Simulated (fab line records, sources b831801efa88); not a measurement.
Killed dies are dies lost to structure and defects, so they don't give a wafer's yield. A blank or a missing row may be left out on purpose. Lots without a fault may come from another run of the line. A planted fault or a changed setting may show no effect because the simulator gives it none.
fab line records | flow sky130
record lots=6 wafers=16 last_day=50
route steps=708 shown LOCAL_INTERCONNECT@388
lots that met no fault: from a run of the same line without faults
start_h: hours from the record's first day to the start of the lot's first wafer shown | wait_h: hours since the lot's step before | " the same as in the row above | L1.1+2: a row that stands for several wafers | - no value, or no start given | * or withheld: withheld | < > ~ a bound
route shown NAME@n: a module of which the file shows steps, and the number in the route of the first | usual: mean/standard deviation of fault-free wafers | same: alike in all rows | chamber/n: place in a boat | sites: the reading at each site | _std_site: their standard deviation | _edge_site: outer sites' mean less inner sites' | radius_mm: how far each site lies from the wafer's centre | mask NAME#n: copy n | behind: the tool/chamber that last shaped the wafer | hold: why the lot was held/for how many hours/how that ended | device: the transistor (n, p or np) that didn't switch | end of line: the same wafers' tests at the end of the route | a step without rows: its recipe alone | killed: dies lost to structure and defects at the first sort, not the wafer's yield | map: a wafer's dies, x killed, . not, _ none there
set.NAME: the setting as run; set.NAME@STEP: as run at that earlier step | model.NAME: the simulator's own value behind a step, which no gauge read
lots at some steps of the route; a table a step, a row a wafer
services: from which hour (start_h, from the record's first day; less than 0 if before it) a tool's chamber was out of use, for how many hours, and why
## steps
# step SKY_LOCAL_INTERCONNECT_RS_MEAS_01
# recipe thk_meas_gauge=four-point-probe reads=TiN_of_LOCAL_INTERCONNECT_SPUTTER_00
# usual LOCAL_INTERCONNECT_TIN_RS=14.11/0.16
# columns lot.wafer tool chamber start_h wait_h LOCAL_INTERCONNECT_TIN_RS[ohm/sq]
L722.2 film_metro-01 - 710.39 0.1 14.03
L722.5 " - " " 14.06
L722.6 " - " " 13.97
L721.1 film_metro-01 - 714.63 0.0 14.13
L721.2 " - " " 14.17
L721.4 " - " " 14.13
L732.2 film_metro-01 - 809.51 0.1 14.07
L732.5 " - " " 14.11
L735.1 film_metro-02 - 822.37 0.0 14.13
L735.2 " - " " 14.09
L738.1 film_metro-02 - 842.72 0.0 14.11
L738.3 " - " " 13.98
L738.6 " - " " 14.06
L739.3 film_metro-02 - 850.73 0.1 14.08
L739.5 " - " " 14.20
L739.6 " - " " 14.31
# step SKY_LOCAL_INTERCONNECT_THK_MEAS_02
# recipe thk_meas_gauge=xrf reads=TiN_of_LOCAL_INTERCONNECT_SPUTTER_00
# usual LOCAL_INTERCONNECT_TIN_THK=101.7/1.1
# columns lot.wafer tool chamber start_h wait_h LOCAL_INTERCONNECT_TIN_THK[nm]
L722.2 film_metro-01 - 710.50 0.1 102.8
L722.5 " - " " 102.8
L722.6 " - " " 103.4
L721.1 film_metro-01 - 714.75 0.1 102.2
L721.2 " - " " 101.1
L721.4 " - " " 102.0
L732.2 film_metro-01 - 809.62 0.1 102.3
L732.5 " - " " 101.6
L735.1 film_metro-02 - 822.49 0.1 101.5
L735.2 " - " " 101.3
L738.1 film_metro-02 - 842.84 0.1 101.7
L738.3 " - " " 103.2
L738.6 " - " " 102.7
L739.3 film_metro-02 - 850.83 0.1 102.1
L739.5 " - " " 101.0
L739.6 " - " " 100.9
# step SKY_LOCAL_INTERCONNECT_DEHYDRATE_03
# recipe temp_c=200 time_s=60
# step SKY_LOCAL_INTERCONNECT_HMDS_04
# recipe prime_time_s=60 prime_temp_c=120
# step SKY_LOCAL_INTERCONNECT_COAT_05
# recipe resist=BARC temp_c=withheld time_s=withheld spin_rpm=3000 resist_thk_nm=60
# step SKY_LOCAL_INTERCONNECT_COAT_06
# recipe resist=KrF-thick spin_rpm=3000 resist_thk_nm=450
# step SKY_LOCAL_INTERCONNECT_SOFTBAKE_07
# recipe temp_c=100 time_s=90 resist=KrF-thick
# step SKY_LOCAL_INTERCONNECT_EXPOSE_08
# recipe mask_id=LI1M na=0.8 source_shape=annular sigma_inner=0.55 sigma_outer=0.85 target_cd_nm=170 dose_mj=28
# step SKY_LOCAL_INTERCONNECT_PEB_09
# recipe peb_temp_c=withheld peb_time_s=withheld resist=KrF-thick
# step SKY_LOCAL_INTERCONNECT_DEVELOP_10
# recipe develop_time_s=60 resist=KrF-thick dev_temp_c=21
# step SKY_LOCAL_INTERCONNECT_CD_MEAS_11
# recipe target_cd_nm=170
# usual cd_nm=169.8/1.8
# columns lot.wafer tool chamber start_h wait_h cd_nm
L722.2 cd_sem-02 - 738.23 - 170.4
L722.5 " - " " 170.2
L722.6 " - " " 170.2
L721.1 cd_sem-02 - 741.68 - 170.3
L721.2 " - " " 169.5
L721.4 " - " " 171.2
L732.2 cd_sem-02 - 835.28 - 169.4
L732.5 " - " " 169.8
L735.1 cd_sem-01 - 848.10 - 171.4
L735.2 " - " " 169.4
L738.1 cd_sem-01 - 867.81 - 168.3
L738.3 " - " " 166.4
L738.6 " - " " 166.4
L739.3 cd_sem-02 - 876.12 - 170.5
L739.5 " - " " 169.8
L739.6 " - " " 168.4
# step SKY_LOCAL_INTERCONNECT_OVL_MEAS_12
# usual LOCAL_INTERCONNECT_OVL=1/4.3
# columns lot.wafer tool chamber start_h wait_h LOCAL_INTERCONNECT_OVL[nm]
L722.2 overlay-01 - 738.33 0.1 -6
L722.5 " - " " -4
L722.6 " - " " -5
L721.1 overlay-02 - 741.80 0.1 9
L721.2 " - " " 13
L721.4 " - " " 2
L732.2 overlay-02 - 835.38 0.1 3
L732.5 " - " " 6
L735.1 overlay-01 - 848.22 0.1 1
L735.2 " - " " 1
L738.1 overlay-02 - 867.93 0.1 -2
L738.3 " - " " 2
L738.6 " - " " 6
L739.3 overlay-01 - 876.22 0.1 2
L739.5 " - " " -1
L739.6 " - " " -2
# step SKY_LOCAL_INTERCONNECT_ETCH_13
# recipe chemistry=N2/H2 target=BARC ion_energy_ev=200 bias_w=100 pressure_mtorr=30 n2_flow_sccm=100 h2_flow_sccm=200 icp_w=500 stop_on=SiO2 time_s=45.9 target_depth_a=600
# usual drypump_motor_current_A=5.7/0.8 h2_flow_sccm=200.1/0.62 oes_product_au=0.855/0.0045 run_length_s=74.3/0.69 throttle_valve_pct=13.225/0.0088
# columns lot.wafer tool chamber start_h wait_h drypump_motor_current_A h2_flow_sccm oes_product_au rf_hours_counter_h run_length_s throttle_valve_pct model.KrF-thick_of_LOCAL_INTERCONNECT_COAT_06.thk_nm model.SiO2_of_SONOS_ONO_CVD_04.thk_nm
L722.2 rie_metal-04 1 738.39 0.0 5.0 199.8 0.857 - 74.0 13.222 393.5 4.019
L722.5 " 1 " " 5.0 198.8 0.856 - 74.3 13.221 392.8 4.039
L722.6 " 1 " " 5.0 199.2 0.856 - 74.0 13.226 392.1 4.066
L721.1 rie_metal-02 0 741.84 0.0 6.8 200.2 0.851 11.3 73.7 13.212 392.7 4.135
L721.2 " 1 " " 6.4 199.8 0.856 10.8 74.4 13.218 392.2 4.159
L721.4 " 1 " " 6.4 199.9 0.855 - 74.2 13.226 393.6 4.135
L732.2 rie_metal-02 0 835.41 0.0 6.8 200.8 0.833 14.8 76.4 13.222 388.8 4.174
L732.5 " 0 " " 6.8 200.0 0.832 - 76.6 13.213 389.2 4.194
L735.1 rie_metal-02 1 848.25 0.0 6.4 199.8 0.857 13.8 74.5 13.219 392.7 4.413
L735.2 " 1 " " 6.4 199.7 0.827 - 77.1 13.232 390 4.167
L738.1 rie_metal-01 0 867.97 0.0 4.8 200.6 0.861 12.6 74.4 13.230 394.8 4.343
L738.3 " 0 " " 4.8 200.7 0.857 - 74.3 13.216 394 4.316
L738.6 " 0 " " 4.8 200.9 0.854 - 74.6 13.227 394.5 4.368
L739.3 rie_metal-01 0 876.26 0.0 4.8 199.9 0.860 - 74.3 13.211 392.4 4.299
L739.5 " 0 " " 4.7 200.0 0.854 - 74.4 13.216 391 4.299
L739.6 " 1 " " 5.0 200.5 0.846 - 74.3 13.224 392.3 4.204
# step SKY_LOCAL_INTERCONNECT_METAL_ETCH_14
# recipe target_depth_nm=110 stop_on=PSG chemistry=Cl2/BCl3 target=TiN resist_sidewall_deg=88 pressure_mtorr=10 icp_w=900 bias_w=48.5 Cl2_flow_sccm=60 bcl3_flow_sccm=30 time_s=31.4
# usual drypump_motor_current_A=5.7/0.8 oes_product_au=0.942/0.0082 run_length_s=59.9/0.68 throttle_valve_pct=21.900/0.0084
# columns lot.wafer tool chamber start_h wait_h drypump_motor_current_A oes_product_au rf_hours_counter_h run_length_s throttle_valve_pct
L722.2 rie_metal-04 1 738.51 0.1 5.1 0.939 - 59.5 21.886
L722.5 " 1 " " 5.0 0.943 - 59.8 21.887
L722.6 " 1 " " 5.0 0.950 - 59.4 21.885
L721.1 rie_metal-02 0 741.90 0.0 6.8 0.938 11.3 59.0 21.908
L721.2 " 1 " " 6.4 0.935 10.8 59.9 21.895
L721.4 " 1 " " 6.3 0.945 - 59.9 21.898
L732.2 rie_metal-02 0 835.48 0.0 6.8 0.943 14.8 59.5 21.909
L732.5 " 0 " " 6.8 0.936 - 59.1 21.892
L735.1 rie_metal-02 1 848.38 0.1 6.4 0.948 13.9 59.8 21.890
L735.2 " 1 " " 6.4 0.940 - 60.0 21.900
L738.1 rie_metal-01 0 868.03 0.0 4.8 0.938 12.7 60.3 21.908
L738.3 " 0 " " 4.7 0.950 - 60.1 21.894
L738.6 " 0 " " 4.8 0.943 - 60.0 21.893
L739.3 rie_metal-01 0 876.32 0.0 4.8 0.947 - 60.2 21.911
L739.5 " 0 " " 4.8 0.938 - 60.2 21.901
L739.6 " 1 " " 5.0 0.941 - 59.4 21.918
## services
# columns tool chamber start_h hours kind
rie_metal-04 - 725.92 5.5 repair
rie_metal-04 0 727.26 20.7 repair
rie_metal-04 0 759.03 24.5 repair
rie_metal-02 1 825.03 7.7 repair
rie_metal-02 0 842.36 - clean
rie_metal-02 0 842.36 19.5 scheduled_down
rie_metal-02 0 842.36 19.5 vent_cycle
rie_metal-04 0 858.71 23.8 repair
rie_metal-02 1 871.10 - clean
rie_metal-02 1 871.10 24.2 scheduled_down
rie_metal-02 1 871.10 24.2 vent_cycle
## key
first_sign step=SKY_LOCAL_INTERCONNECT_ETCH_13 reading=oes_product_au direction=down sigmas=5.4 usual=0.855 struck=0.831
effect step=SKY_LOCAL_INTERCONNECT_ETCH_13 reading=run_length_s direction=up sigmas=3.4 usual=* struck=*
model_effect step=SKY_LOCAL_INTERCONNECT_ETCH_13 value=KrF-thick_of_LOCAL_INTERCONNECT_COAT_06.thk_nm without=391.7 struck=389.3
met_at SKY_LOCAL_INTERCONNECT_ETCH_13
struck_wafers L732.2,L732.5,L735.2
tester_left_out L732,L735
onset_between 741.84 835.41
fault kind=process_parameter_drift tool=rie_metal-02 chamber=- onset_h=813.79 steps=SKY_LOCAL_INTERCONNECT_ETCH_13 channel=time_s offset=* shape=step end_h=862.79 scope=struck_wafers_only acts_in=* stated=*
# tester_left_out: of these lots the tester's yield and bins aren't shown, on N5 and GAA mostly nor the transistor test; their killed dies are dies lost to structure and defects alone, not to doping, threshold or leakage, so they don't give the yield
